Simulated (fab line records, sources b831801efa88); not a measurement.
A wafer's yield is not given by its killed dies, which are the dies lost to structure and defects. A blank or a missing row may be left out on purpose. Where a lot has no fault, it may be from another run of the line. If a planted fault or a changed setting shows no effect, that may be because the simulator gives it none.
Problem report in the 8D (eight disciplines) form, filled by code	flow sky130	the parts of the form that need people (team, actions taken, sign-off) are left out

== 1. THE PROBLEM ==
Wafers without a fault read 98.7 s, standard deviation 0.4; runLengthS at SKY_POLY_GATE_ETCH_17 reads a mean of 102.3 s on 3 wafers belonging to 3 lots. Relative to the usual mean, that is a shift of +8.9 standard deviations.
The step: etches poly-Si in HBr/Cl2, stops on SiO2, target depth 180 nm, time 70.5 s.
First observed at day 20 22:57: wafer L227.2, on rieSi-01. At this step, 37 wafers from 13 lots have a number in the record. The rule behind "out" and "out of limits": a value lying over 4 standard deviations away from the usual mean. All remaining wafers that have a number are taken as sound.

== 2. WHAT IT IS; WHAT IT IS NOT ==
question	is	is not
which readings at this step	runLengthS, oesProductAu	drypumpMotorCurrentA, throttleValvePct
which lots	L227, L230, L232	L216, L218, L220, L221, L223, L224, L225, L226, L237, L239
which wafers of those lots	L227.2, L230.1, L232.2	L227.4, L227.5, L230.6, L232.3
read on which tools	rieSi-01	rieSi-02
when	from day 20 22:57	up to then (26 sound wafers); but 8 sound wafers of L230, L232, L237, L239 came after

== 3. THE SUSPECTS, EACH WITH WHAT RULES IT OUT ==
Counting: any tool at a process step up to the reading remains a suspect provided it ran every lot that is out. Sound lots after the first of them don't rule it out here, since some wafers of a struck lot are sound.
- rieSi-01 at SKY_POLY_GATE_ETCH_17 (etches poly-Si in HBr/Cl2, stops on SiO2, target depth 180 nm, time 70.5 s): kept. Every lot that is out went through it, the first being L227 (day 20 22:57); the last sound lot it ran before that was L226 (day 20 15:58). Its own oesProductAu, runLengthS readings are out on those wafers.
Left after counting: rieSi-01 at SKY_POLY_GATE_ETCH_17.

== 4. THE CAUSE (what the simulator had put in) ==
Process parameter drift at SKY_POLY_GATE_ETCH_17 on rieSi-01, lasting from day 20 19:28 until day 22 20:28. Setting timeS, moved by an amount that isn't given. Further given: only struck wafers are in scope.
Counting left only this tool.

== 5. THE EFFECT CHAIN, in route order ==
Rows list readings where the struck wafers' mean (over those with a number) sits beyond 3 standard deviations from the usual. Scope: only readings with a usual standard deviation given in the record; hours: median across lots of the time from each lot's start at the first step in this table that gives one to its start at this step; sigmas: change in usual standard deviations.
hours	step	reading	usual	on struck wafers	change	sigmas
0	SKY_POLY_GATE_ETCH_17	oesProductAu	0.987 a.u.	0.952	-0.035	-5.1
0	SKY_POLY_GATE_ETCH_17	runLengthS	98.7 s	102.3	+3.6	+8.9
It contains these process steps:
- SKY_POLY_GATE_ETCH_17: etches poly-Si in HBr/Cl2, stops on SiO2, target depth 180 nm, time 70.5 s.

== 6. WHAT WOULD HAVE CAUGHT IT SOONER ==
3 hours passed between the start of the fault at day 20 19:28 and the first reading out of limits in this record, taken at day 20 22:57.
